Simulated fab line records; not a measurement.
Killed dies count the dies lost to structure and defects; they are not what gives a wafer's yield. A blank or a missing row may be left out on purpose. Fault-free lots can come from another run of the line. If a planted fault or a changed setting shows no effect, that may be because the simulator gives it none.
Commonality check across tools	flow sky130	Lots sampled 13, wafers sampled 45

REASON IT WAS OPENED
At SKY_VT_ADJUST_LVTN_TW_MEAS_21 the reading VT_ADJUST_LVTN_2_TW is flagged on 2 of 13 lots. No-fault wafers: 187.5, standard deviation 1.1.
Rule: a lot is flagged when every wafer of it that has a number lies more than 4 standard deviations from that mean, or none has a number. The rest of the lots are taken to be sound.

lot	measured	on	VT_ADJUST_LVTN_2_TW, wafer by wafer	flag
L896	day 8 03:04	filmMetro-04	186.3 187.9 187.2	
L897	day 8 10:45	filmMetro-01	187.1 187.3 187.0	
L898	day 8 12:17	filmMetro-02	187.2 187.4 186.9	
L901	day 9 10:27	filmMetro-04	187.4 187.3 187.9	
L902	day 9 18:17	filmMetro-01	186.2 186.8 186.0	
L903	day 10 01:56	filmMetro-04	187.8 186.9 188.0	
L904	day 10 08:53	filmMetro-02	188.9 188.7 188.8	
L906	day 10 14:58	filmMetro-02	188.9 189.4 189.1	
L907	day 11 08:10	filmMetro-02	187.1 189.6 187.5	
L911	day 12 10:32	filmMetro-01	187.1 186.4 186.8	
L912	day 12 12:56	filmMetro-02	164.7 165.6 165.5 166.1 164.8 165.5	FLAGGED
L913	day 13 00:40	filmMetro-04	163.5 162.9 162.1 163.5 162.7 163.8	FLAGGED
L917	day 14 04:20	filmMetro-02	187.5 186.5 187.2	
Average over the flagged lots: 164.2; offset from the usual -23.3, equal to -21 standard deviations.

TOOL THAT RAN EACH LOT
The record keeps 1 process step preceding the reading, out of 708 steps on the route. Each cell gives the tool, then ch followed by the chambers the sampled wafers passed through, then the start.
lot	flag	SKY_VT_ADJUST_LVTN_IMPLANT_19
L896		implanter-01 ch 0, day 8 02:49
L897		implanter-01 ch 0, day 8 10:33
L898		implanter-04 ch 0, day 8 12:02
L901		implanter-01 ch 0, day 9 10:13
L902		implanter-02 ch 0, day 9 18:02
L903		implanter-02 ch 0, day 10 01:42
L904		implanter-04 ch 0, day 10 08:38
L906		implanter-01 ch 0, day 10 14:44
L907		implanter-02 ch 0, day 11 07:55
L911		implanter-02 ch 0, day 12 10:18
L912	FLAGGED	implanter-01 ch 0, day 12 12:42
L913	FLAGGED	implanter-01 ch 0, day 13 00:28
L917		implanter-02 ch 0, day 14 04:05
What the steps here do:
- SKY_VT_ADJUST_LVTN_IMPLANT_19
- SKY_VT_ADJUST_LVTN_TW_MEAS_21

FLAGGED AGAINST TOTAL, ONE TOOL AT A TIME (gauges that did the reading follow at the end)
step	tool	lots run	flagged	share of the flagged lots	sound lots run after its first flagged lot
SKY_VT_ADJUST_LVTN_IMPLANT_19	implanter-01	6	2	all	0
SKY_VT_ADJUST_LVTN_IMPLANT_19	implanter-02	5	0	none	-
SKY_VT_ADJUST_LVTN_IMPLANT_19	implanter-04	2	0	none	-
SKY_VT_ADJUST_LVTN_TW_MEAS_21	filmMetro-01	3	0	none	-
SKY_VT_ADJUST_LVTN_TW_MEAS_21	filmMetro-02	6	1	some	1 (L917)
SKY_VT_ADJUST_LVTN_TW_MEAS_21	filmMetro-04	4	1	some	0

WHAT IS ALLOWED BY THE TABLE
All flagged lots share 1 row of the table, namely implanter-01 at SKY_VT_ADJUST_LVTN_IMPLANT_19.
- implanter-01 at SKY_VT_ADJUST_LVTN_IMPLANT_19 ran 6 lots, 2 of them flagged. It ran its last sound lot, L906, at day 10 14:44 and its first flagged lot, L912, at day 12 12:42: a fault with its onset between the two fits. Its own readings lie more than 4 standard deviations out on every wafer of the flagged lots: doseIonsCm2, faradayCurrentUA.
implanter-01 at SKY_VT_ADJUST_LVTN_IMPLANT_19 is the single tool remaining.

WHAT THE SIMULATOR PUT IN
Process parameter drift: implanter-01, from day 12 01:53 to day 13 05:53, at SKY_VT_ADJUST_LVTN_IMPLANT_19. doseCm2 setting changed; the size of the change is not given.
Shown lots that were struck: L912, L913. The rule above reached the same finding.
